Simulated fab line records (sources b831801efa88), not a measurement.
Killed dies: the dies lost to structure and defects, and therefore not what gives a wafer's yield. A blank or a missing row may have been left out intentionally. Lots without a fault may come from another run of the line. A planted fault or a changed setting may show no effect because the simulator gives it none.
Which of the tools did it?    flow sky130    24 lots, 72 wafers sampled, at 4 steps of a route of 708

== WHAT EACH GAUGE READ, for each wafer ==
SKY_RES_PROTECT_TW_MEAS_08. Usual: POLY_GATE_TW gives 4046 (standard deviation 40).
lot   measured      on             POLY_GATE_TW    flag
L074  day 15 22:55  film metro-02  4001 4000 4000  
L076  day 16 04:08  film metro-02  3972 3970 3981  
L075  day 16 03:51  film metro-04  4038 4041 4045  
L077  day 16 19:51  film metro-01  4039 4057 4031  
L078  day 17 02:56  film metro-01  4037 4027 4036  
L079  day 17 10:54  film metro-01  4053 4046 4066  
L080  day 17 14:16  film metro-01  4105 4064 4065  
L081  day 17 19:33  film metro-01  4064 4053 4065  
L082  day 18 10:19  film metro-01  4078 4055 4050  
L083  day 18 14:21  film metro-01  4079 4072 4077  
L084  day 19 00:14  film metro-01  4092 4060 4086  
L085  day 19 11:37  film metro-01  4071 4064 4061  
L086  day 19 18:19  film metro-01  4065 4051 4032  
L087  day 20 07:40  film metro-04  4064 4073 4038  
L088  day 20 11:15  film metro-04  4054 4047 4060  
L089  day 20 18:52  film metro-04  4024 4053 4053  
L090  day 20 22:14  film metro-02  3968 3945 3951  
L091  day 21 07:07  film metro-01  4056 4069 4052  
L092  day 21 14:05  film metro-02  3998 4033 4021  
L093  day 22 01:19  film metro-04  4098 4124 4096  
L094  day 22 05:37  film metro-04  4090 4097 4102  
L095  day 22 17:36  film metro-04  4083 4093 4087  
L096  day 23 07:20  film metro-01  4059 4042 4032  
L097  day 23 12:22  film metro-02  3937 3971 3964  

SKY_LI_CONTACT_THK_MEAS_01. Usual: LI_CONTACT_HDPCVD_THK gives 932 nm (standard deviation 10).
lot   measured      on             LI_CONTACT_HDPCVD_THK (nm)  flag
L074  day 28 20:03  film metro-02  926 938 941                 
L076  day 29 03:17  film metro-02  923 926 910                 
L075  day 29 04:05  film metro-03  931 936 932                 
L077  day 29 16:49  film metro-01  934 953 943                 
L078  day 29 22:25  film metro-02  930 922 934                 
L079  day 30 02:43  film metro-02  927 933 939                 
L080  day 30 09:48  film metro-02  934 935 936                 
L081  day 30 14:05  film metro-01  933 950 946                 
L082  day 31 04:35  film metro-03  950 948 948                 
L083  day 31 07:20  film metro-01  943 933 942                 
L084  day 31 16:53  film metro-02  940 928 933                 
L085  day 32 01:13  film metro-01  922 927 917                 
L086  day 32 07:35  film metro-01  935 923 932                 
L087  day 32 20:57  film metro-01  947 933 945                 
L088  day 32 22:28  film metro-03  940 919 923                 
L089  day 33 06:21  film metro-02  923 910 910                 
L090  day 33 08:13  film metro-03  937 941 935                 
L091  day 33 13:43  film metro-01  929 932 927                 
L092  day 33 20:29  film metro-02  920 910 923                 
L093  day 34 09:03  film metro-01  942 940 932                 
L094  day 34 13:01  film metro-03  923 941 929                 
L095  day 34 22:30  film metro-03  930 935 919                 
L096  day 35 08:26  film metro-03  936 935 923                 
L097  day 35 15:20  film metro-03  940 934 935                 

== WHICH TOOL RAN EACH LOT (tool, then ch and the chambers of the sampled wafers, then the start) ==
lot   SKY_GATE_OXIDE_STRIP_13               SKY_SPACER_ETCHBACK_02
L074  plasma asher-04 ch 0,1, day 14 15:03  rie diel-02 ch 0,1,3, day 23 21:35
L076  plasma asher-02 ch 0,1, day 14 19:46  rie diel-02 ch 1,2,3, day 24 04:25
L075  plasma asher-04 ch 0,1, day 14 20:06  rie diel-04 ch 0,1,3, day 24 04:25
L077  plasma asher-03 ch 0,1, day 15 12:38  rie diel-02 ch 0,2, day 24 19:21
L078  plasma asher-02 ch 0,1, day 15 15:36  rie diel-01 ch 1,2,3, day 25 02:47
L079  plasma asher-03 ch 0,1, day 16 02:39  rie diel-01 ch 2,3, day 25 07:37
L080  plasma asher-04 ch 0,1, day 16 06:06  rie diel-02 ch 0,2, day 25 13:05
L081  plasma asher-02 ch 0,1, day 16 11:41  rie diel-02 ch 0,1,2, day 25 19:03
L082  plasma asher-03 ch 0,1, day 16 23:27  rie diel-04 ch 1,3, day 26 09:55
L083  plasma asher-03 ch 0,1, day 17 03:23  rie diel-04 ch 1,3, day 26 12:29
L084  plasma asher-04 ch 0, day 17 13:56    rie diel-02 ch 2,3, day 26 22:58
L085  plasma asher-02 ch 0,1, day 18 01:17  rie diel-04 ch 1,2, day 27 07:44
L086  plasma asher-03 ch 0,1, day 18 05:16  rie diel-02 ch 2,3, day 27 13:28
L087  plasma asher-04 ch 0, day 18 21:14    rie diel-01 ch 0,2, day 28 02:10
L088  plasma asher-04 ch 0,1, day 19 01:29  rie diel-01 ch 0,1,2, day 28 06:05
L089  plasma asher-02 ch 0,1, day 19 07:36  rie diel-01 ch 0,1, day 28 14:14
L090  plasma asher-03 ch 0,1, day 19 11:38  rie diel-02 ch 1,3, day 28 15:29
L091  plasma asher-02 ch 0,1, day 19 20:21  rie diel-04 ch 0,1,2, day 28 22:16
L092  plasma asher-02 ch 0,1, day 20 04:08  rie diel-01 ch 0,1,2, day 29 05:48
L093  plasma asher-03 ch 0,1, day 20 15:09  rie diel-02 ch 0,1,2, day 29 17:29
L094  plasma asher-03 ch 0,1, day 20 19:48  rie diel-01 ch 1,2, day 29 21:07
L095  plasma asher-03 ch 0,1, day 21 08:03  rie diel-02 ch 0,1,3, day 30 08:32
L096  plasma asher-03 ch 0,1, day 21 21:43  rie diel-04 ch 1,2, day 30 18:47
L097  plasma asher-02 ch 0,1, day 22 02:50  rie diel-02 ch 1,2,3, day 31 01:39
- SKY_GATE_OXIDE_STRIP_13: strips in O2/N2.
- SKY_SPACER_ETCHBACK_02: etches Si3N4 in CH3F/O2, stops on SiO2, time 46.7 s, target depth 45 nm.

== AS READ BY THE TOOLS THEMSELVES (means over the sampled wafers that have a number; for cases with no such wafer, the mark the record gives instead) ==
SKY_GATE_OXIDE_STRIP_13. Usual: drypump motor current A 5.7 A, standard deviation 0.38; oes product au 0.715 a.u., standard deviation 0.0042; strip time to endpoint s 14.18 s, standard deviation 0.033.
lot   tool             drypump motor current A (A)  oes product au (a.u.)  strip time to endpoint s (s)  flag
L074  plasma asher-04  5.5                          0.713                  14.17                         
L076  plasma asher-02  6.0                          0.713                  14.18                         
L075  plasma asher-04  5.5                          0.713                  14.21                         
L077  plasma asher-03  5.8                          0.717                  14.22                         
L078  plasma asher-02  6.0                          0.712                  14.18                         
L079  plasma asher-03  5.8                          0.711                  14.20                         
L080  plasma asher-04  5.4                          0.714                  14.17                         
L081  plasma asher-02  5.6                          0.719                  14.18                         
L082  plasma asher-03  5.8                          0.715                  14.21                         
L083  plasma asher-03  5.9                          0.716                  14.17                         
L084  plasma asher-04  5.3                          0.715                  14.19                         
L085  plasma asher-02  5.6                          0.717                  14.21                         
L086  plasma asher-03  5.8                          0.714                  14.14                         
L087  plasma asher-04  5.3                          0.714                  14.17                         
L088  plasma asher-04  5.5                          0.717                  14.18                         
L089  plasma asher-02  6.0                          0.721                  14.17                         
L090  plasma asher-03  5.9                          0.715                  14.14                         
L091  plasma asher-02  5.6                          0.719                  14.14                         
L092  plasma asher-02  5.6                          0.714                  14.14                         
L093  plasma asher-03  5.8                          0.718                  14.17                         
L094  plasma asher-03  5.8                          0.717                  14.21                         
L095  plasma asher-03  5.9                          0.714                  14.18                         
L096  plasma asher-03  5.9                          0.716                  14.16                         
L097  plasma asher-02  6.0                          0.715                  14.22                         

SKY_SPACER_ETCHBACK_02. Usual: drypump motor current A 5.5 A, standard deviation 0.49; oes product au 0.853 a.u., standard deviation 0.0059; throttle valve pct 10.562 %, standard deviation 0.0098.
lot   tool         drypump motor current A (A)  oes product au (a.u.)  throttle valve pct (%)  flag
L074  rie diel-02  5.5                          0.848                  10.548                  
L076  rie diel-02  5.5                          0.855                  10.560                  
L075  rie diel-04  5.2                          0.857                  10.565                  
L077  rie diel-02  5.1                          0.854                  10.564                  
L078  rie diel-01  6.2                          0.859                  10.569                  
L079  rie diel-01  6.1                          0.847                  10.565                  
L080  rie diel-02  5.1                          0.858                  10.566                  
L081  rie diel-02  5.2                          0.858                  10.555                  
L082  rie diel-04  5.0                          0.854                  10.565                  
L083  rie diel-04  5.0                          0.859                  10.577                  
L084  rie diel-02  5.7                          0.851                  10.556                  
L085  rie diel-04  5.3                          0.840                  10.564                  
L086  rie diel-02  5.7                          0.853                  10.562                  
L087  rie diel-01  5.5                          0.856                  10.565                  
L088  rie diel-01  5.8                          0.852                  10.556                  
L089  rie diel-01  5.8                          0.856                  10.560                  
L090  rie diel-02  5.6                          0.852                  10.566                  
L091  rie diel-04  5.3                          0.855                  10.563                  
L092  rie diel-01  5.8                          0.852                  10.574                  
L093  rie diel-02  5.2                          0.845                  10.549                  
L094  rie diel-01  5.9                          0.856                  10.559                  
L095  rie diel-02  5.6                          0.852                  10.557                  
L096  rie diel-04  5.3                          0.858                  10.561                  
L097  rie diel-02  5.5                          0.853                  10.558                  

== THE ANSWER, worked out from the rows above alone ==
Rule: lot off if the mean of its wafers having a number is beyond 3 standard deviations from the usual mean. Also off: a lot with no number at a reading for which 4 or more lots have one. All remaining lots with rows at the step are treated as sound. First the gauges in route order, then the tools' own readings, where a lot's mean is used as printed above. At the first step where some lot is off, the reading lying furthest off is the one used; lots without a number count as furthest.
Nothing can be told from this: no lot is off at any reading shown.

== WHAT HAD BEEN PUT IN BY THE SIMULATOR ==
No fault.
